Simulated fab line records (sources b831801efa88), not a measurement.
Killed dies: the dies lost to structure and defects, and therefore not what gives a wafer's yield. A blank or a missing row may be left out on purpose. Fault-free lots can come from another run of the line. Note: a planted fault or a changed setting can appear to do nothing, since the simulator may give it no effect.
fab line records :: flow sky130
record
  lots=5
  wafers=15
  lastDay=48
route steps=708 shown LI_CONTACT@366 LOCAL_INTERCONNECT@387 CONTACT@406 PAD_OPEN@708
lots that met no fault: from a run of the same line without faults
startH: hours from the record's first day to the start of the lot's first wafer shown :: waitH: hours from the lot's prior step to this one :: " same as the row above :: L1.1+2: a row that stands for several wafers :: - no value present, or no start provided :: * or withheld: withheld :: < > ~ a bound
route shown NAME@n: a module of which the file shows steps, and the number in the route of the first :: usual: mean and standard deviation over wafers with no fault :: same: alike in all rows :: chamber/n: place in a boat :: sites: per-site readings :: _std_site: the values' standard deviation :: _edge_site: inner sites' mean taken away from outer sites' mean :: radiusMm: for every site, how far away it sits from the centre of the wafer :: mask NAME#n: copy n :: behind: the most recent tool/chamber to have shaped the wafer :: hold: why the lot went on hold/how many hours it stayed there/how the hold came to an end :: device: the n, p or np transistor that did not switch :: end of line: the route-end tests of the same wafers :: a step given without rows: its recipe and nothing more :: killed: the dies lost at the first sort to structure and to defects; this is not the yield of the wafer :: map: shows each die of a wafer: x if killed, . if not, _ if none is there
set.NAME: the setting as run; set.NAME@STEP: as run at that earlier step :: model.NAME: the simulator's own value behind a step, which no gauge read
certain route steps with their lots: each step a table, each wafer a row
services: a tool's chamber out of use, with start hour (startH, from the record's first day; less than 0 if before it), hours out, and reason
## steps
# step SKY_LI_CONTACT_DEHYDRATE_04
# recipe
  tempC=200
  timeS=60
# step SKY_LI_CONTACT_HMDS_05
# recipe
  primeTimeS=60
  primeTempC=120
# step SKY_LI_CONTACT_COAT_06
# recipe
  resist=BARC
  tempC=withheld
  timeS=withheld
  spinRpm=3000
  resistThkNm=60
# step SKY_LI_CONTACT_COAT_07
# recipe
  resist=KrF-thick
  spinRpm=3000
  resistThkNm=450
# step SKY_LI_CONTACT_SOFTBAKE_08
# recipe
  tempC=100
  timeS=90
  resist=KrF-thick
# step SKY_LI_CONTACT_EXPOSE_09
# recipe
  maskId=LICM1
  na=0.8
  sourceShape=annular
  sigmaInner=0.55
  sigmaOuter=0.85
  targetCdNm=170
  doseMj=38
# step SKY_LI_CONTACT_PEB_10
# recipe
  pebTempC=withheld
  pebTimeS=withheld
  resist=KrF-thick
# step SKY_LI_CONTACT_DEVELOP_11
# recipe
  developTimeS=60
  resist=KrF-thick
  devTempC=21
# step SKY_LI_CONTACT_ETCH_14
# recipe
  chemistry=N2/H2
  target=BARC
  ionEnergyEv=200
  sourceW=500
  biasW=100
  pressureMtorr=30
  n2FlowSccm=100
  h2FlowSccm=200
  stopOn=SiO2
  timeS=45.9
  targetDepthA=600
# step SKY_LI_CONTACT_ETCH_15
# recipe
  target=PSG
  chemistry=C4F8/O2/Ar
  stopOn=Si
  taperDeg=4.15
  maskMaterial=KrF-thick
  sourceW=1500
  biasW=1200
  pressureMtorr=40
  c4f8FlowSccm=withheld
  O2_flow_sccm=6
  Ar_flow_sccm=300
  timeS=withheld
  targetDepthA=6000
# step SKY_LI_CONTACT_STRIP_16
# recipe
  chemistry=O2/N2
  powerW=1400
  pressureMtorr=1500
  platenTempC=withheld
  o2FlowSccm=3000
  n2FlowSccm=300
  overashFraction=0.5
# usual
  drypumpMotorCurrentA=5.6/0.64
  oesProductAu=0.375/0.0048
  stripTimeToEndpointS=3.497/0.022
lot.wafer: L859.1
tool: plasmaAsher-04
chamber: 0
startH: 714.19
waitH: -
drypumpMotorCurrentA: 5.1
oesProductAu: 0.373
rfHoursCounterH: 29
stripTimeToEndpointS: 3.494

lot.wafer: L859.4
tool: plasmaAsher-04
chamber: 0
startH: 714.19
waitH: -
drypumpMotorCurrentA: 5.1
oesProductAu: 0.366
rfHoursCounterH: -
stripTimeToEndpointS: 3.494

lot.wafer: L859.6
tool: plasmaAsher-04
chamber: 1
startH: 714.19
waitH: -
drypumpMotorCurrentA: 6.7
oesProductAu: 0.377
rfHoursCounterH: -
stripTimeToEndpointS: 3.497

lot.wafer: L861.1
tool: plasmaAsher-03
chamber: 1
startH: 717.78
waitH: -
drypumpMotorCurrentA: 5.3
oesProductAu: 0.375
rfHoursCounterH: 57
stripTimeToEndpointS: 3.499

lot.wafer: L861.3
tool: plasmaAsher-03
chamber: 0
startH: 717.78
waitH: -
drypumpMotorCurrentA: 6.2
oesProductAu: 0.368
rfHoursCounterH: -
stripTimeToEndpointS: 3.484

lot.wafer: L861.4
tool: plasmaAsher-03
chamber: 1
startH: 717.78
waitH: -
drypumpMotorCurrentA: 5.3
oesProductAu: 0.361
rfHoursCounterH: -
stripTimeToEndpointS: 3.469

lot.wafer: L869.1
tool: plasmaAsher-03
chamber: 0
startH: 783.59
waitH: -
drypumpMotorCurrentA: 6.2
oesProductAu: 0.374
rfHoursCounterH: 64
stripTimeToEndpointS: 3.501

lot.wafer: L869.3
tool: plasmaAsher-03
chamber: 1
startH: 783.59
waitH: -
drypumpMotorCurrentA: 5.3
oesProductAu: 0.376
rfHoursCounterH: -
stripTimeToEndpointS: 3.495

lot.wafer: L869.5
tool: plasmaAsher-03
chamber: 1
startH: 783.59
waitH: -
drypumpMotorCurrentA: 5.3
oesProductAu: 0.378
rfHoursCounterH: -
stripTimeToEndpointS: 3.477

lot.wafer: L870.1
tool: plasmaAsher-03
chamber: 1
startH: 787.39
waitH: -
drypumpMotorCurrentA: 5.3
oesProductAu: 0.377
rfHoursCounterH: 64
stripTimeToEndpointS: 3.523

lot.wafer: L870.2
tool: plasmaAsher-03
chamber: 0
startH: 787.39
waitH: -
drypumpMotorCurrentA: 6.2
oesProductAu: 0.377
rfHoursCounterH: 64
stripTimeToEndpointS: 3.497

lot.wafer: L870.5
tool: plasmaAsher-03
chamber: 1
startH: 787.39
waitH: -
drypumpMotorCurrentA: 5.3
oesProductAu: 0.373
rfHoursCounterH: -
stripTimeToEndpointS: 3.504

lot.wafer: L871.1
tool: plasmaAsher-03
chamber: 0
startH: 795.18
waitH: -
drypumpMotorCurrentA: 6.2
oesProductAu: 0.366
rfHoursCounterH: 65
stripTimeToEndpointS: 3.460

lot.wafer: L871.4
tool: plasmaAsher-03
chamber: 0
startH: 795.18
waitH: -
drypumpMotorCurrentA: 6.2
oesProductAu: 0.383
rfHoursCounterH: -
stripTimeToEndpointS: 3.471

lot.wafer: L871.6
tool: plasmaAsher-03
chamber: 1
startH: 795.18
waitH: -
drypumpMotorCurrentA: 5.3
oesProductAu: 0.373
rfHoursCounterH: -
stripTimeToEndpointS: 3.467
# step SKY_LI_CONTACT_CLEAN_17
# recipe
  chemistry=NMP
  timeS=600
  tempC=60
  dry=n2Spin
# step SKY_LI_CONTACT_PRE_CLEAN_18
# recipe
  gas=Ar
  timeS=5.6
  biasV=358
# step SKY_LI_CONTACT_SPUTTER_19
# recipe
  material=Ti
  targetThkNm=20
  chamberPressurePa=5
  powerW=2500
  substrateTempC=200
  timeS=106.37
# step SKY_LI_CONTACT_SPUTTER_20
# recipe
  material=TiN
  targetThkNm=20
  chamberPressurePa=5
  powerW=4000
  timeS=80
# step SKY_LI_CONTACT_CVD_21
# recipe
  material=W
  targetThkNm=400
  timeS=120.56
  tempC=400
  pressureTorr=40
# step SKY_LI_CONTACT_CMP_24
# recipe
  stopOn=PSG
  tOverpolishS=20
  downForcePsi=3.5
  platenRpm=60
  targetThkNm=0
  padVelocityMS=0.94248
# step SKY_LOCAL_INTERCONNECT_SPUTTER_00
# recipe
  material=TiN
  targetThkNm=100
  tempC=300
  powerW=6500
  timeS=83.3
  chamberPressurePa=0.4
# step SKY_LOCAL_INTERCONNECT_DEHYDRATE_03
# recipe
  tempC=200
  timeS=60
# step SKY_LOCAL_INTERCONNECT_HMDS_04
# recipe
  primeTimeS=60
  primeTempC=120
# step SKY_LOCAL_INTERCONNECT_COAT_05
# recipe
  resist=BARC
  tempC=withheld
  timeS=withheld
  spinRpm=3000
  resistThkNm=60
# step SKY_LOCAL_INTERCONNECT_COAT_06
# recipe
  resist=KrF-thick
  spinRpm=3000
  resistThkNm=450
# step SKY_LOCAL_INTERCONNECT_SOFTBAKE_07
# recipe
  tempC=100
  timeS=90
  resist=KrF-thick
# step SKY_LOCAL_INTERCONNECT_EXPOSE_08
# recipe
  maskId=LI1M
  na=0.8
  sourceShape=annular
  sigmaInner=0.55
  sigmaOuter=0.85
  targetCdNm=170
  doseMj=28
# step SKY_LOCAL_INTERCONNECT_PEB_09
# recipe
  pebTempC=withheld
  pebTimeS=withheld
  resist=KrF-thick
# step SKY_LOCAL_INTERCONNECT_DEVELOP_10
# recipe
  developTimeS=60
  resist=KrF-thick
  devTempC=21
# step SKY_LOCAL_INTERCONNECT_ETCH_13
# recipe
  chemistry=N2/H2
  target=BARC
  ionEnergyEv=200
  biasW=100
  pressureMtorr=30
  n2FlowSccm=100
  h2FlowSccm=200
  icpW=500
  stopOn=SiO2
  timeS=45.9
  targetDepthA=600
# step SKY_LOCAL_INTERCONNECT_METAL_ETCH_14
# recipe
  targetDepthNm=110
  stopOn=PSG
  chemistry=Cl2/BCl3
  target=TiN
  resistSidewallDeg=88
  pressureMtorr=10
  icpW=900
  biasW=48.5
  Cl2_flow_sccm=60
  bcl3FlowSccm=30
  timeS=31.4
# step SKY_LOCAL_INTERCONNECT_STRIP_15
# recipe
  chemistry=O2/N2
  powerW=1400
  pressureMtorr=1500
  platenTempC=withheld
  o2FlowSccm=3000
  n2FlowSccm=300
  overashFraction=0.5
# step SKY_LOCAL_INTERCONNECT_STRIP_16
# recipe
  chemistry=postEtchResidueRemover
  timeS=1200
  tempC=72.5
# step SKY_LOCAL_INTERCONNECT_CLEAN_17
# recipe
  chemistry=IPA
  timeS=180
  tempC=25
# step SKY_LOCAL_INTERCONNECT_CLEAN_18
# recipe
  chemistry=O3/DIW
  dry=n2Spin
# step SKY_CONTACT_CVD_00
# recipe
  material=Si3N4
  targetThkNm=75
  tempC=400
  timeS=withheld
  rfW=450
# step SKY_PAD_OPEN_PROBE_99
# usual
  killed_at_M0_to_M3=44/7.4
  killed_at_M4_up=3.1/1.8
  killedAtContacts=24/5.6
  killedAtFrontEnd=15/4.9
  killedAtOther=0.4/0.59
  killedDies=87/9.8
  killedOpen=47/7.2
  killedShort=39/6.8
# same
  grossDies=492
  killedAtBackSide=0
lot.wafer: L859.1
tool: prober-01
chamber: -
startH: 1107.59
waitH: 0.1
hold: -
killed_at_M0_to_M3: 42
killed_at_M4_up: 3
killedAtContacts: 21
killedAtFrontEnd: 10
killedAtOther: 0
killedDies: 76
killedOpen: 37
killedShort: 39

lot.wafer: L859.4
tool: prober-01
chamber: -
startH: 1107.74
waitH: 0.2
hold: -
killed_at_M0_to_M3: 47
killed_at_M4_up: 0
killedAtContacts: 22
killedAtFrontEnd: 15
killedAtOther: 0
killedDies: 84
killedOpen: 44
killedShort: 40

lot.wafer: L859.6
tool: prober-01
chamber: -
startH: 1107.84
waitH: 0.2
hold: -
killed_at_M0_to_M3: 41
killed_at_M4_up: 4
killedAtContacts: 16
killedAtFrontEnd: 18
killedAtOther: 1
killedDies: 80
killedOpen: 43
killedShort: 36

lot.wafer: L861.1
tool: prober-02
chamber: -
startH: 1109.09
waitH: 0.1
hold: -
killed_at_M0_to_M3: 37
killed_at_M4_up: 8
killedAtContacts: 22
killedAtFrontEnd: 28
killedAtOther: 0
killedDies: 95
killedOpen: 49
killedShort: 45

lot.wafer: L861.3
tool: prober-02
chamber: -
startH: 1109.19
waitH: 0.2
hold: -
killed_at_M0_to_M3: 55
killed_at_M4_up: 2
killedAtContacts: 22
killedAtFrontEnd: 22
killedAtOther: 1
killedDies: 102
killedOpen: 45
killedShort: 55

lot.wafer: L861.4
tool: prober-02
chamber: -
startH: 1109.24
waitH: 0.2
hold: -
killed_at_M0_to_M3: 46
killed_at_M4_up: 2
killedAtContacts: 24
killedAtFrontEnd: 16
killedAtOther: 2
killedDies: 90
killedOpen: 52
killedShort: 36

lot.wafer: L869.1
tool: prober-02
chamber: -
startH: 1154.48
waitH: 0.1
hold: awaitDispo/3.3h/release
killed_at_M0_to_M3: 59
killed_at_M4_up: 2
killedAtContacts: 43
killedAtFrontEnd: 13
killedAtOther: 1
killedDies: 118
killedOpen: 54
killedShort: 43

lot.wafer: L869.3
tool: prober-02
chamber: -
startH: 1154.58
waitH: 0.2
hold: awaitDispo/3.3h/release
killed_at_M0_to_M3: 47
killed_at_M4_up: 3
killedAtContacts: 85
killedAtFrontEnd: 19
killedAtOther: 1
killedDies: 155
killedOpen: 43
killedShort: 46

lot.wafer: L869.5
tool: prober-02
chamber: -
startH: 1154.68
waitH: 0.2
hold: awaitDispo/3.3h/release
killed_at_M0_to_M3: 35
killed_at_M4_up: 1
killedAtContacts: 90
killedAtFrontEnd: 14
killedAtOther: 1
killedDies: 141
killedOpen: 46
killedShort: 30

lot.wafer: L870.1
tool: prober-01
chamber: -
startH: 1155.42
waitH: 0.1
hold: awaitDispo/4.1h/release
killed_at_M0_to_M3: 52
killed_at_M4_up: 3
killedAtContacts: 83
killedAtFrontEnd: 13
killedAtOther: 1
killedDies: 152
killedOpen: 46
killedShort: 47

lot.wafer: L870.2
tool: prober-01
chamber: -
startH: 1155.47
waitH: 0.1
hold: awaitDispo/4.1h/release
killed_at_M0_to_M3: 38
killed_at_M4_up: 3
killedAtContacts: 39
killedAtFrontEnd: 14
killedAtOther: 1
killedDies: 95
killedOpen: 43
killedShort: 32

lot.wafer: L870.5
tool: prober-01
chamber: -
startH: 1155.62
waitH: 0.2
hold: awaitDispo/4.1h/release
killed_at_M0_to_M3: 38
killed_at_M4_up: 3
killedAtContacts: 89
killedAtFrontEnd: 12
killedAtOther: 0
killedDies: 142
killedOpen: 41
killedShort: 35

lot.wafer: L871.1
tool: prober-02
chamber: -
startH: 1163.31
waitH: 0.1
hold: awaitDispo/1.9h/release
killed_at_M0_to_M3: 56
killed_at_M4_up: 1
killedAtContacts: 43
killedAtFrontEnd: 20
killedAtOther: 0
killedDies: 120
killedOpen: 57
killedShort: 42

lot.wafer: L871.4
tool: prober-02
chamber: -
startH: 1163.46
waitH: 0.2
hold: awaitDispo/1.9h/release
killed_at_M0_to_M3: 42
killed_at_M4_up: 1
killedAtContacts: 43
killedAtFrontEnd: 25
killedAtOther: 0
killedDies: 111
killedOpen: 55
killedShort: 33

lot.wafer: L871.6
tool: prober-02
chamber: -
startH: 1163.56
waitH: 0.2
hold: awaitDispo/1.9h/release
killed_at_M0_to_M3: 38
killed_at_M4_up: 3
killedAtContacts: 75
killedAtFrontEnd: 11
killedAtOther: 0
killedDies: 127
killedOpen: 31
killedShort: 35
# killed by level:class
L859.1 LI_CONTACT:geometricParticle:open=7 CONTACT:geometricParticle:open=7 METAL1:geometricParticle:short=6 METAL2:geometricParticle:short=6 VIA2:geometricParticle:open=5 VIA2:geometricParticle:short=5 SPACER:geometricParticle:short=4 VIA1:geometricParticle:open=4
L859.4 VIA1:geometricParticle:open=11 CONTACT:geometricParticle:open=9 LI_CONTACT:geometricParticle:open=6 VIA1:geometricParticle:short=6 VIA2:geometricParticle:open=6 VIA3:geometricParticle:open=5 METAL3:geometricParticle:short=5 FIELD_ISO:geometricParticle:short=4
L859.6 VIA3:geometricParticle:open=9 VIA2:geometricParticle:open=8 VIA1:geometricParticle:open=8 CONTACT:geometricParticle:open=6 SPACER:geometricParticle:short=5 LI_CONTACT:geometricParticle:short=4 METAL3:geometricParticle:short=4 METAL4:geometricParticle:short=4
L861.1 VIA1:geometricParticle:open=16 POLY_GATE:geometricParticle:short=9 CONTACT:geometricParticle:open=6 LI_CONTACT:geometricParticle:short=6 LI_CONTACT:geometricParticle:open=6 METAL4:geometricParticle:short=6 FIELD_ISO:geometricParticle:open=5 VIA2:geometricParticle:open=5
L861.3 METAL2:geometricParticle:short=10 VIA2:geometricParticle:open=10 VIA1:geometricParticle:short=9 CONTACT:geometricParticle:open=8 CONTACT:geometricParticle:short=6 VIA2:geometricParticle:short=5 FIELD_ISO:geometricParticle:short=5 METAL1:geometricParticle:short=5
L861.4 CONTACT:geometricParticle:open=12 VIA1:geometricParticle:open=10 VIA2:geometricParticle:open=9 VIA3:geometricParticle:open=8 METAL1:geometricParticle:short=7 FIELD_ISO:geometricParticle:short=4 LI_CONTACT:geometricParticle:short=4 LI_CONTACT:geometricParticle:open=4
L869.1 LI_CONTACT:unspecified=21 VIA1:geometricParticle:open=17 VIA3:geometricParticle:open=9 LI_CONTACT:geometricParticle:open=7 VIA1:geometricParticle:short=7 METAL2:geometricParticle:short=7 VIA2:geometricParticle:open=6 LOCAL_INTERCONNECT:geometricParticle:short=5
L869.3 LI_CONTACT:unspecified=66 VIA1:geometricParticle:open=12 VIA3:geometricParticle:open=7 LI_CONTACT:geometricParticle:open=7 METAL1:geometricParticle:short=5 METAL2:geometricParticle:short=5 METAL3:geometricParticle:short=5 FIELD_ISO:geometricParticle:short=4
L869.5 LI_CONTACT:unspecified=65 VIA1:geometricParticle:open=12 LI_CONTACT:geometricParticle:open=8 CONTACT:geometricParticle:open=6 LOCAL_INTERCONNECT:geometricParticle:short=5 METAL1:geometricParticle:short=5 VIA2:geometricParticle:open=5 FIELD_ISO:geometricParticle:open=4
L870.1 LI_CONTACT:unspecified=59 VIA1:geometricParticle:open=18 METAL2:geometricParticle:short=9 LOCAL_INTERCONNECT:geometricParticle:short=7 CONTACT:geometricParticle:open=7 VIA2:geometricParticle:open=6 CONTACT:geometricParticle:short=6 POLY_GATE:geometricParticle:short=5
L870.2 LI_CONTACT:unspecified=20 VIA1:geometricParticle:open=8 CONTACT:geometricParticle:open=7 CONTACT:geometricParticle:short=6 METAL1:geometricParticle:short=6 VIA2:geometricParticle:open=6 VIA3:geometricParticle:open=6 POLY_GATE:geometricParticle:short=5
L870.5 LI_CONTACT:unspecified=65 VIA1:geometricParticle:open=7 LI_CONTACT:geometricParticle:short=6 LI_CONTACT:geometricParticle:open=6 CONTACT:geometricParticle:open=6 VIA2:geometricParticle:open=6 VIA1:geometricParticle:short=4 VIA3:geometricParticle:open=4
L871.1 LI_CONTACT:unspecified=21 VIA1:geometricParticle:open=11 CONTACT:geometricParticle:open=10 VIA3:geometricParticle:open=10 POLY_GATE:geometricParticle:open=6 METAL1:geometricParticle:short=6 LI_CONTACT:geometricParticle:open=5 CONTACT:geometricParticle:short=5
L871.4 LI_CONTACT:unspecified=23 VIA1:geometricParticle:open=13 LI_CONTACT:geometricParticle:open=9 FIELD_ISO:geometricParticle:open=7 CONTACT:geometricParticle:open=7 POLY_GATE:geometricParticle:open=6 METAL2:geometricParticle:short=6 VIA2:geometricParticle:open=6
L871.6 LI_CONTACT:unspecified=61 VIA3:geometricParticle:open=7 VIA1:geometricParticle:short=6 VIA1:geometricParticle:open=6 LI_CONTACT:geometricParticle:open=5 CONTACT:geometricParticle:short=5 METAL1:geometricParticle:short=5 METAL2:geometricParticle:short=5
# map L869.3 (x killed, . not)
__________x.x..x...._________
________.....x........_______
______....x..x........x._____
_____...xx.....x.x..x....____
____.......xxxx..x......x.___
___..x.....x.x..xxx.....x..__
__.x......xxxxxxx...x......x_
_x..x...xxxxxxxxxx......xxx.x
_.......xxxxxxxxxxx..........
_...x.xx.xxxxxxxxxxx.x.x..x..
_.x.xx.x.xxxxxxxxxx..x.x..xx.
_x....x..xxxxxxxxxx..........
_.xxx..x...xxxx..x...........
_........x...x...xx.....xxx..
_......xxxx.....x............
__...x....x....x............_
___................x...x.x.__
____.....x..x..xx.......x.___
_____.x..x..x......x.....____
______..x.xx.x..x....x.x_____
________........x....._______
__________.x...x...._________
# map L870.1 (x killed, . not)
__________.....x..x._________
________.........x.x.._______
______..x.......x.x....._____
_____x.....x..........x..____
____x..x.x.x........x..x.x___
___......xxxxxxx.xx........__
__..x...x.xxxxxxx........x.._
_..x...xxxxxxxxxxxx.xx....x..
_.x...xxxxxxxxxxxx.x.....x...
_.....x.xxxxxxxxxxx....x....x
_.........xxxxxxx.....x......
_...x....xxxxxxxxxx.x.x..x...
_.......xxx.xx...x.....xx...x
_...x......xx..x...........xx
_.xx..x.x..x.xx...x......x...
__...x.xx...x.x........x...._
___........................__
____.xx......x....xx.....x___
_____xx.x..........x.....____
______x...x.x..x........_____
________.xx..........._______
__________xxx......._________
## services
tool: plasmaAsher-04
chamber: -
startH: 692.04
hours: 1.3
kind: repair
## key
firstSign
  step=SKY_PAD_OPEN_PROBE_99
  reading=killedAtContacts
  direction=up
  sigmas=7.5
  usual=24
  struck=66
effect
  step=SKY_PAD_OPEN_PROBE_99
  reading=killedDies
  direction=up
  sigmas=4.3
  usual=87
  struck=129
  wafersMoved=8
metAt SKY_LI_CONTACT_STRIP_16
struckWafers L869.1,L869.3,L869.5,L870.1,L870.2,L870.5,L871.1,L871.4,L871.6
testerLeftOut L869,L870,L871
onsetBetween 717.78 783.59
alsoFits time
fault
  kind=chamberParticleSource
  tool=plasmaAsher-03
  chamber=-
  onsetH=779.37
  steps=SKY_LI_CONTACT_STRIP_16
  ratePerVisitCm2=1.5167
  endH=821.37
# testerLeftOut: of these lots the tester's yield and bins aren't shown, on N5 and GAA mostly nor the transistor test; their killed dies are dies lost to structure and defects alone, not to doping, threshold or leakage, so they don't give the yield
